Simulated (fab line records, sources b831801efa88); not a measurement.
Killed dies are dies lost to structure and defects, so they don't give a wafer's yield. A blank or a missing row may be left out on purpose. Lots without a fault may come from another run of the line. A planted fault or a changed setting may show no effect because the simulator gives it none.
A struck lot beside a sound one | flow sky130 | 30 steps out of a route of 708
Sound: wafers L618.2, L618.3, L618.5. Struck: wafers L608.3, L608.4, L608.5. The cause comes at the end.
At each step with rows: each side's tool, then ch and its chambers, then its first start. Under that, the readings that differ: sound wafers | struck wafers | difference of the means | sigmas: that difference in standard deviations of wafers without a fault.
alike: readings whose means differ by less than 2 such deviations, and words and numbers that are the same on both sides. not compared: withheld readings, readings that some wafer has no value for, bounds like >300 that may hide the same value, and numbers for which the record gives no deviation and whose values overlap.
The two part at a step that has a row with sigmas, a row that says differs or no value, or rows on one side only. Numbers that don't overlap but have no deviation are shown without sigmas and don't part them. A reading that every wafer of one side lacks parts them only if that side has two wafers or more.

SKY_PWDE_STRIP_09: strips in O2/N2.
  sound on plasma_asher-02 ch 0,1, day 6 11:47; struck on plasma_asher-02 ch 0,1, day 4 03:04
  reading                      | sound             | struck            | difference | sigmas
  strip_time_to_endpoint_s (s) | 37.05 37.12 37.04 | 36.79 36.77 36.65 | -0.33      | -3
  alike: drypump_motor_current_A, oes_product_au
  not compared: rf_hours_counter_h
SKY_PWDE_TW_MEAS_10:
  sound on film_metro-04, day 6 11:53; struck on film_metro-03, day 4 03:09
  reading | sound             | struck            | difference | sigmas
  PWDE_TW | 372.5 373.8 374.9 | 369.2 368.5 368.4 | -5.0       | -2
then, 7 steps without rows for these wafers: SKY_NWELL_DEHYDRATE_03 (time 60 s); SKY_NWELL_HMDS_04 (prime time 60 s); SKY_NWELL_COAT_05 (resist thk 3000 nm); SKY_NWELL_SOFTBAKE_06; SKY_NWELL_EXPOSE_07 (exposes mask NWM, target cd 840 nm); SKY_NWELL_PEB_08; SKY_NWELL_DEVELOP_09 (develop time 60 s).
SKY_NWELL_OVL_MEAS_10:
  sound on overlay-01, day 7 09:24; struck on overlay-02, day 4 22:18
  alike: NWELL_00_OVL
then, 2 steps without rows for these wafers: SKY_NWELL_IMPLANT_11; SKY_NWELL_IMPLANT_12.
SKY_NWELL_IMPLANT_13:
  sound on implanter-04 ch 0, day 7 09:45; struck on implanter-04 ch 0, day 4 22:59
SKY_NWELL_STRIP_14: strips in O2/N2.
  sound on plasma_asher-02 ch 0,1, day 7 09:53; struck on plasma_asher-03 ch 0,1, day 4 23:08
  reading                     | sound          | struck         | difference | sigmas
  drypump_motor_current_A (A) | 5.94 5.93 5.70 | 5.28 5.29 5.28 | -0.57      | -2
  alike: oes_product_au, strip_time_to_endpoint_s
  not compared: rf_hours_counter_h
SKY_NWELL_TW_MEAS_15:
  sound on film_metro-01, day 7 09:59; struck on film_metro-01, day 4 23:13
  alike: NWELL_TW
then, 7 steps without rows for these wafers: SKY_NWELL_DEHYDRATE_16 (time 60 s); SKY_NWELL_HMDS_17 (prime time 60 s); SKY_NWELL_COAT_18 (resist thk 3000 nm); SKY_NWELL_SOFTBAKE_19; SKY_NWELL_EXPOSE_20 (exposes mask NWM COMPLEMENT, target cd 840 nm); SKY_NWELL_PEB_21; SKY_NWELL_DEVELOP_22 (develop time 60 s).
SKY_NWELL_OVL_MEAS_23:
  sound on overlay-01, day 8 08:30; struck on overlay-01, day 5 18:14
  alike: NWELL_01_OVL
then, 1 step without rows for these wafers: SKY_NWELL_IMPLANT_24.
SKY_NWELL_STRIP_25: strips in O2/N2.
  sound on plasma_asher-02 ch 0,1, day 8 08:41; struck on plasma_asher-03 ch 0,1, day 5 18:26
  alike: drypump_motor_current_A, oes_product_au, strip_time_to_endpoint_s
  not compared: rf_hours_counter_h
SKY_NWELL_TW_MEAS_26:
  sound on film_metro-03, day 8 08:47; struck on film_metro-03, day 5 18:31
  alike: NWELL_2_TW
then, 1 step without rows for these wafers: SKY_NWELL_CLEAN_27 (cleans in SC1/SC2, time 150 s).
SKY_NWELL_RTA_28: time 30 s.
  sound on rtp_anneal-02 ch 0, day 8 08:54; struck on rtp_anneal-02 ch 0, day 5 18:39
  alike: lamp_power_pct, wafer_temp_C_max
SKY_NWELL_RS_MEAS_29: measures by four-point-probe.
  sound on film_metro-04, day 8 09:01; struck on film_metro-04, day 5 18:45
  reading           | sound             | struck            | difference | sigmas
  NWELL_RS (ohm/sq) | 624.7 622.9 625.0 | 605.4 606.9 606.8 | -17.8      | -10
-- the record jumps here: 41 days lie between the struck wafers' starts before and after (it left off in module NWELL and takes up again in module PAD_OPEN, whose first step shown is number 708 of the route) --
SKY_PAD_OPEN_PROBE_99:
  sound on prober-02, day 49 07:23; struck on prober-02, day 46 18:09
  reading                                | sound                         | struck                       | difference | sigmas
  killed_at_other                        | 0 1 0                         | 3 0 3                        | +2         | +2
  model.etest.nfet_16v.r_on_ohm_um       | 1.405e+04 1.425e+04 1.404e+04 | 1.374e+04 1.397e+04 1.38e+04 | -2.767e+02 |
  model.etest.pfet_g5v0d10v5.r_on_ohm_um | 4790 4874 4866                | 5208 5247 5298               | +408       |
  model.etest.tip_p.rs_ohm_sq            | 6812 6862 6820                | 7232 7174 7218               | +377       |
  model.etest.tip_p_5v.rs_ohm_sq         | 2876 2900 2911                | 3021 2964 3030               | +109       |
  model.etest.pfet_01v8.r_on_ohm_um      | 2890 2958 2957                | 3056 3074 3107               | +144       |
  model.etest.pfet_g5v0d10v5.drive_ua_um | 333.8 331.2 332.5             | 302.2 297.8 296.6            | -33.6      |
  model.etest.pfet_01v8_lvt.drive_ua_um  | 174 170.8 171.5               | 149.7 147.3 148              | -23.8      |
  alike: killed_at_M0_to_M3, killed_at_M4_up, killed_at_contacts, killed_at_front_end, killed_dies, killed_open, killed_short
  not compared: model.etest.pfet_16v.r_on_ohm_um

WHERE THEY PART
First at SKY_PWDE_STRIP_09; last, within this record, at SKY_PAD_OPEN_PROBE_99.

WHY: what the simulator had put in
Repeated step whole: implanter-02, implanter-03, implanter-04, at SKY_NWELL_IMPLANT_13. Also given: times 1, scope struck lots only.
